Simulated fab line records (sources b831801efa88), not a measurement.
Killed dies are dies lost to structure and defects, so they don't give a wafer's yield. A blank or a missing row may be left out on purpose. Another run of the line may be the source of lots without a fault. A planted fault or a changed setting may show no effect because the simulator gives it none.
fab line records -- flow gf180mcu -- part 2 of 2: steps 29 to 41 of 41
record lots=5, wafers=15, lastDay=34
route steps=602 shown V2@406 M3@409 V3@429
lots that met no fault: from a run of the same line without faults
startH: start of the lot's first displayed wafer, in hours after the record's first day -- waitH: hours since the lot's step before -- " as in the row above -- L1.1+2: several wafers, shown together as one row -- - either no value or no given start -- * or withheld: withheld -- < > ~ a bound
route shown NAME@n: NAME is a module with steps in the file, n the number in the route of the first one -- usual: mean and standard deviation over wafers with no fault -- same: alike in all rows -- chamber/n: place in a boat -- sites: readings site by site -- _std_site: how widely they spread, as a standard deviation -- _edge_site: mean of outer sites minus mean of inner sites -- radiusMm: how far each site lies from the wafer's centre -- mask NAME#n: copy n -- behind: the last tool/chamber to shape the wafer -- hold: cause of the lot's hold/its duration in hours/its outcome -- device: names the non-switching transistor (n, p or np) -- end of line: the tests these same wafers got at the end of their route -- for a step that has no rows: nothing shown but its recipe -- killed: not the wafer's yield, but the dies lost to structure and defects at the first sort -- map: a wafer's dies, x killed, . not, _ none there
set.NAME: the run value of the setting; set.NAME@STEP: its run value at that earlier step -- model.NAME: the simulator's own value behind a step, which no gauge read
lots at selected steps of the route; one table per step, one row per wafer
services: a tool's chamber out of use, with start hour (startH, from the record's first day; less than 0 if before it), hours out, and reason
## steps
# step GF_V3_BOW_MEAS_05
# recipe mode=bow
# usual V3_BOW=119/8.4
lot.wafer,tool,chamber,startH,waitH,V3_BOW[um]
L074.4,filmMetro-03,-,491.89,0.3,126
L074.5,filmMetro-03,-,491.89,0.3,125
L074.6,filmMetro-03,-,491.89,0.3,118
L079.1,filmMetro-04,-,539.08,0.1,123
L079.3,filmMetro-04,-,539.08,0.1,120
L079.6,filmMetro-04,-,539.08,0.1,125
L087.1,filmMetro-01,-,600.46,0.1,113
L087.3,filmMetro-01,-,600.46,0.1,119
L087.4,filmMetro-01,-,600.46,0.1,117
L090.1,filmMetro-04,-,622.98,0.1,115
L090.3,filmMetro-04,-,622.98,0.1,122
L090.5,filmMetro-04,-,622.98,0.1,129
L096.3,filmMetro-01,-,663.96,0.3,115
L096.5,filmMetro-01,-,663.96,0.3,125
L096.6,filmMetro-01,-,663.96,0.3,112
# step GF_V3_DEHYDRATE_06
# recipe tempC=200, timeS=60
lot.wafer,tool,chamber,startH,waitH
L074.4+5+6,lithoTrack-03,0,503.47,11.6
L079.1+3+6,lithoTrack-04,0,549.89,10.8
L087.1+3+4,lithoTrack-04,0,610.44,10.0
L090.1+3+5,lithoTrack-04,0,632.94,9.9
L096.3+5+6,lithoTrack-03,0,672.69,8.7
# step GF_V3_HMDS_07
# recipe primeTimeS=60, primeTempC=120
lot.wafer,tool,chamber,startH,waitH
L074.4+5+6,lithoTrack-03,0,503.62,0.1
L079.1+3+6,lithoTrack-04,0,550.04,0.1
L087.1+3+4,lithoTrack-04,0,610.59,0.1
L090.1+3+5,lithoTrack-04,0,633.09,0.1
L096.3+5+6,lithoTrack-03,0,672.84,0.1
# step GF_V3_COAT_08
# recipe resist=BARC, tempC=withheld, timeS=withheld, spinRpm=withheld, resistThkNm=withheld
lot.wafer,tool,chamber,startH,waitH
L074.4+5+6,lithoTrack-03,0,503.77,0.1
L079.1+3+6,lithoTrack-04,0,550.19,0.1
L087.1+3+4,lithoTrack-04,0,610.74,0.1
L090.1+3+5,lithoTrack-04,0,633.24,0.1
L096.3+5+6,lithoTrack-03,0,672.99,0.1
# step GF_V3_COAT_09
# recipe resist=KrF, spinRpm=withheld, resistThkNm=1000
lot.wafer,tool,chamber,startH,waitH
L074.4+5+6,lithoTrack-03,0,-,-
L079.1+3+6,lithoTrack-04,0,-,-
L087.1+3+4,lithoTrack-04,0,-,-
L090.1+3+5,lithoTrack-04,0,-,-
L096.3+5+6,lithoTrack-03,0,-,-
# step GF_V3_SOFTBAKE_10
# recipe tempC=129.4, timeS=60, resist=KrF
lot.wafer,tool,chamber,startH,waitH
L074.4+5+6,lithoTrack-03,0,-,-
L079.1+3+6,lithoTrack-04,0,-,-
L087.1+3+4,lithoTrack-04,0,-,-
L090.1+3+5,lithoTrack-04,0,-,-
L096.3+5+6,lithoTrack-03,0,-,-
# step GF_V3_EXPOSE_11
# recipe maskId=Via3, targetCdNm=260, na=0.68, sourceShape=conventional, sigmaOuter=0.6, doseMj=38
lot.wafer,tool,chamber,startH,waitH,mask
L074.4+5+6,krfScanner-01,0,-,-,Via3#0
L079.1+3+6,krfScanner-02,0,-,-,Via3#0
L087.1+3+4,krfScanner-01,0,-,-,Via3#0
L090.1+3+5,krfScanner-01,0,-,-,Via3#0
L096.3+5+6,krfScanner-01,0,-,-,Via3#0
# step GF_V3_PEB_12
# recipe pebTempC=135, pebTimeS=90, resist=KrF
lot.wafer,tool,chamber,startH,waitH
L074.4+5+6,lithoTrack-01,0,-,-
L079.1+3+6,lithoTrack-03,0,-,-
L087.1+3+4,lithoTrack-04,0,-,-
L090.1+3+5,lithoTrack-01,0,-,-
L096.3+5+6,lithoTrack-03,0,-,-
# step GF_V3_DEVELOP_13
# recipe developTimeS=60, resist=KrF, devTempC=21
lot.wafer,tool,chamber,startH,waitH
L074.4+5+6,lithoTrack-01,0,514.72,0.1
L079.1+3+6,lithoTrack-03,0,561.55,0.2
L087.1+3+4,lithoTrack-04,0,620.99,0.2
L090.1+3+5,lithoTrack-01,0,643.15,0.2
L096.3+5+6,lithoTrack-03,0,682.49,0.1
# step GF_V3_CD_MEAS_14
# recipe targetCdNm=260
# usual cdNm=260.3/1.2
lot.wafer,tool,chamber,startH,waitH,cdNm
L074.4,cdSem-02,-,514.86,0.1,259.4
L074.5,cdSem-02,-,514.86,0.1,257.9
L074.6,cdSem-02,-,514.86,0.1,260.0
L079.1,cdSem-02,-,561.70,0.1,261.0
L079.3,cdSem-02,-,561.70,0.1,260.2
L079.6,cdSem-02,-,561.70,0.1,260.0
L087.1,cdSem-01,-,621.14,0.1,259.2
L087.3,cdSem-01,-,621.14,0.1,258.4
L087.4,cdSem-01,-,621.14,0.1,258.6
L090.1,cdSem-02,-,643.30,0.1,261.7
L090.3,cdSem-02,-,643.30,0.1,260.5
L090.5,cdSem-02,-,643.30,0.1,261.5
L096.3,cdSem-02,-,682.65,0.1,257.7
L096.5,cdSem-02,-,682.65,0.1,257.5
L096.6,cdSem-02,-,682.65,0.1,258.1
# step GF_V3_OVL_MEAS_15
# usual V3_OVL=5/5.9
lot.wafer,tool,chamber,startH,waitH,V3_OVL[nm]
L074.4,overlay-01,-,514.94,0.1,2
L074.5,overlay-01,-,514.94,0.1,5
L074.6,overlay-01,-,514.94,0.1,-3
L079.1,overlay-02,-,561.82,0.1,0
L079.3,overlay-02,-,561.82,0.1,5
L079.6,overlay-02,-,561.82,0.1,1
L087.1,overlay-01,-,621.26,0.1,4
L087.3,overlay-01,-,621.26,0.1,8
L087.4,overlay-01,-,621.26,0.1,8
L090.1,overlay-01,-,643.42,0.1,6
L090.3,overlay-01,-,643.42,0.1,9
L090.5,overlay-01,-,643.42,0.1,7
L096.3,overlay-01,-,682.74,0.1,4
L096.5,overlay-01,-,682.74,0.1,7
L096.6,overlay-01,-,682.74,0.1,7
# step GF_V3_ETCH_16
# recipe chemistry=N2/H2, targetDepthA=withheld, overetchA=withheld, timeS=withheld, target=BARC, ionEnergyEv=200, sourceW=500, biasW=100, pressureMtorr=30, n2FlowSccm=100, h2FlowSccm=200
# usual drypumpMotorCurrentA=5.8/0.42, oesProductAu=0.856/0.0049, throttleValvePct=13.225/0.0085
lot.wafer,tool,chamber,startH,waitH,drypumpMotorCurrentA,oesProductAu,throttleValvePct
L074.4,rieDiel-04,3,514.95,0.0,5.7,0.843,13.220
L074.5,rieDiel-04,0,514.95,0.0,6.7,0.857,13.234
L074.6,rieDiel-04,1,514.95,0.0,5.9,0.846,13.230
L079.1,rieDiel-03,1,561.85,0.0,5.2,0.855,13.216
L079.3,rieDiel-03,3,561.85,0.0,5.9,0.851,13.234
L079.6,rieDiel-03,3,561.85,0.0,5.9,0.871,13.216
L087.1,rieDiel-04,0,621.30,0.0,6.7,0.861,13.228
L087.3,rieDiel-04,1,621.30,0.0,5.9,0.857,13.234
L087.4,rieDiel-04,1,621.30,0.0,5.9,0.859,13.237
L090.1,rieDiel-03,3,643.45,0.0,5.9,0.857,13.220
L090.3,rieDiel-03,2,643.45,0.0,5.2,0.850,13.216
L090.5,rieDiel-03,2,643.45,0.0,5.2,0.870,13.239
L096.3,rieDiel-03,0,682.77,0.0,5.7,0.857,13.229
L096.5,rieDiel-03,3,682.77,0.0,5.9,0.852,13.230
L096.6,rieDiel-03,0,682.77,0.0,5.7,0.851,13.231
# step GF_V3_ETCH_17
# recipe chemistry=C4F8/O2/Ar, maskMaterial=KrF, target=SiO2, stopOn=TiN, sourceW=1500, biasW=1200, pressureMtorr=40, c4f8FlowSccm=withheld, O2_flow_sccm=6, Ar_flow_sccm=300, timeS=withheld, targetDepthA=6350
# usual oesProductAu=0.855/0.0042
lot.wafer,tool,chamber,startH,waitH,oesProductAu
L074.4,rieDiel-04,3,-,-,0.849
L074.5,rieDiel-04,0,-,-,0.848
L074.6,rieDiel-04,1,-,-,0.848
L079.1,rieDiel-03,1,-,-,0.852
L079.3,rieDiel-03,3,-,-,0.857
L079.6,rieDiel-03,3,-,-,0.857
L087.1,rieDiel-04,0,-,-,0.859
L087.3,rieDiel-04,1,-,-,0.850
L087.4,rieDiel-04,1,-,-,0.854
L090.1,rieDiel-03,3,-,-,0.854
L090.3,rieDiel-03,2,-,-,0.850
L090.5,rieDiel-03,2,-,-,0.848
L096.3,rieDiel-03,0,-,-,0.851
L096.5,rieDiel-03,3,-,-,0.858
L096.6,rieDiel-03,0,-,-,0.853
## services
tool,chamber,startH,hours,kind
pvdSputter-03,-,446.41,2.7,repair
pvdSputter-01,-,447.01,5.3,repair
cmp-02,-,458.54,6.2,pm
rieDiel-03,0,459.74,12.5,repair
krfScanner-02,-,461.89,1.3,pm
krfScanner-02,-,463.73,1.0,pm
cmp-02,-,468.47,0.3,repair
krfScanner-02,-,473.19,0.8,pm
cmp-02,-,475.55,0.8,repair
krfScanner-01,-,508.44,0.8,pm
krfScanner-01,-,515.52,0.8,pm
rieDiel-03,3,515.95,7.2,repair
krfScanner-01,-,537.27,1.0,pm
krfScanner-01,-,544.53,7.2,pm
rieDiel-03,0,551.66,10.7,repair
rieDiel-03,-,553.15,4.0,repair
rieDiel-03,1,554.30,4.4,repair
cmp-02,-,561.81,8.6,pm
rieDiel-03,-,573.87,15.6,pm
cmp-02,-,574.93,4.0,pm
krfScanner-01,-,589.01,1.3,pm
pvdSputter-03,-,597.82,0.7,repair
rieDiel-03,2,655.50,4.9,repair
krfScanner-01,-,678.74,0.8,pm
